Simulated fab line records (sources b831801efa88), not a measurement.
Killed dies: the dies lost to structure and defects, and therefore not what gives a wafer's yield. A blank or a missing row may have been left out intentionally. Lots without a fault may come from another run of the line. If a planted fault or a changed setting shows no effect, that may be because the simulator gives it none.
A struck lot beside a sound one | flow gf180mcu | 14 steps out of a route of 602
Sound: the wafers L900.3, L900.4, L900.5. The struck wafers were L911.1, L911.4, L911.6. Last of all comes the cause.
At each step with rows: each side's tool, then ch and its chambers, then its first start. Under that, the readings that differ: sound wafers | struck wafers | difference of the means | sigmas: that difference in standard deviations of wafers without a fault.
alike: words and numbers the same on both sides, and readings whose means are apart by under 2 such deviations; not compared: readings that were withheld, readings missing a value for some wafer, numbers with overlapping values and no deviation given by the record, and bounds like >300 which may hide the same value.
The two part at a step that has a row with sigmas, a row that says differs or no value, or rows on one side only. When numbers do not overlap yet have no deviation, they are printed without sigmas and do not part them. A reading that every wafer of one side lacks parts them only if that side has two wafers or more.

GF_M4_SPUTTER_01: material TiN, target thk 30 nm, time 25 s.
  sound on pvd sputter-04 at day 23 20:06; struck on pvd sputter-01 at day 27 02:50
  alike: throttle valve pct
GF_M4_SPUTTER_02: material AlCu, target thk 450 nm, time 23.9 s.
  sound on pvd sputter-04 at day 23 20:08; struck on pvd sputter-01 at day 27 02:52
  alike: throttle valve pct
GF_M4_SPUTTER_03: material Ti, target thk 10 nm, time 6.7 s.
  sound on pvd sputter-04 at day 23 20:10; struck on pvd sputter-01 at day 27 02:53
  alike: substrate temp c, throttle valve pct
GF_M4_SPUTTER_04: material TiN, target thk 50 nm, time 41.7 s.
  sound on pvd sputter-04 at day 23 20:11; struck on pvd sputter-01 at day 27 02:55
  alike: throttle valve pct
GF_M4_RS_MEAS_05: measures by four-point-probe.
  sound on film metro-02 at day 23 20:16; struck on film metro-02 at day 27 02:57
  alike: M4_ALCU_RS
GF_M4_THK_MEAS_06: measures by xrf.
  sound on film metro-02 at day 23 20:22; struck on film metro-02 at day 27 03:04
  alike: M4_ALCU_THK
then, 6 steps without rows for these wafers: GF_M4_DEHYDRATE_07 (time 60 s); GF_M4_HMDS_08 (prime time 60 s); GF_M4_COAT_09 (resist thk 1000 nm); GF_M4_SOFTBAKE_10 (time 60 s); GF_M4_EXPOSE_11 (exposes mask Metal4, target cd 280 nm); GF_M4_PEB_12 (peb time 90 s).
GF_M4_DEVELOP_13: develop time 60 s.
  sound on litho track-03 ch 0, day 24 18:09; struck on litho track-04, day 27 22:52
  no value came back on the struck wafers for chill plate temp C (C), develop time s (s); on the sound wafers chill plate temp C (C) reads 22.95 22.98 23.00
  reading                             | sound             | struck            | difference | sigmas
  model.KrF_of_M4_COAT_09.thk nm (nm) | 984.2 983.3 984.1 | 996.7 994.8 997.9 | +12.6      |
GF_M4_CD_MEAS_14: the cd target is 280 nm.
  sound on cd sem-02 at day 24 18:17; struck on cd sem-02 at day 27 23:01
  reading    | sound             | struck | difference                    | sigmas
  cd nm (nm) | 281.2 281.5 280.9 | - - -  | no value on the struck wafers |

== WHERE THEY PART ==
Earliest at GF_M4_DEVELOP_13; latest, in this record, at GF_M4_CD_MEAS_14.

WHY: what the simulator had put in
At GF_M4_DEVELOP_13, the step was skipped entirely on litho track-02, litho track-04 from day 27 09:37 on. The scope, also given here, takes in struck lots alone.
